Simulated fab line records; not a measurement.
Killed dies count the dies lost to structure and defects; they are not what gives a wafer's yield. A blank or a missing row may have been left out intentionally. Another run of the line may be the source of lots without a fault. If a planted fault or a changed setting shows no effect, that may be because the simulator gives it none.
Chamber matching -- flow gf180mcu -- GF_SAB_ETCH_11 on rie diel-02: 4 sister chambers
The step etches SiO2 in C4F8/O2/Ar, target depth 55 nm, time 8.5 s. 4 wafers are shown with their chamber, then 8 later ones without.

WAFERS PAIRED WITH THEIR CHAMBERS
wafer,chamber,oes product au (a.u.)
L970.2,1,1.009
L973.3,3,1.016
L973.6,2,1.034
L975.1,0,1.000

WAFERS WITHOUT THEIR CHAMBER
wafer,oes product au (a.u.)
L975.3,1.023
L975.6,1.016
L976.1,1.029
L976.3,1.021
L976.6,1.004
L979.3,1.022
L979.5,1.020
L979.6,1.009

EACH ONE'S CHAMBER
wafer,from the rows above,in truth
L975.3,can't be placed: 3 or 2 or 1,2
L975.6,can't be placed: 3 or 1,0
L976.1,can't be placed: 2 or 3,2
L976.3,can't be placed: 3 or 1 or 2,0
L976.6,can't be placed: 0 or 1 or 3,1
L979.3,can't be placed: 3 or 2 or 1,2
L979.5,can't be placed: 3 or 1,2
L979.6,can't be placed: 1 or 3 or 0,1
Correctly placed: 0 of 8. Can't be placed from these rows: 8 (the true chamber is among the candidates in 5). Placed wrongly: 0.
How it was worked out, from the rows above alone: a wafer's distance from a chamber is the root of the sum, over the readings, of the square of ((its reading less the chamber's mean) divided by the reading's scatter). If the next closest chamber is less than 2 further off than the closest, the wafer can't be placed; otherwise it belongs to the closest. For every chamber, the mean is computed from those of its wafers that are shown. The scatter (one wafer shown for each chamber): square how far every hidden wafer sits from the nearest shown wafer, average those squares and take the square root.
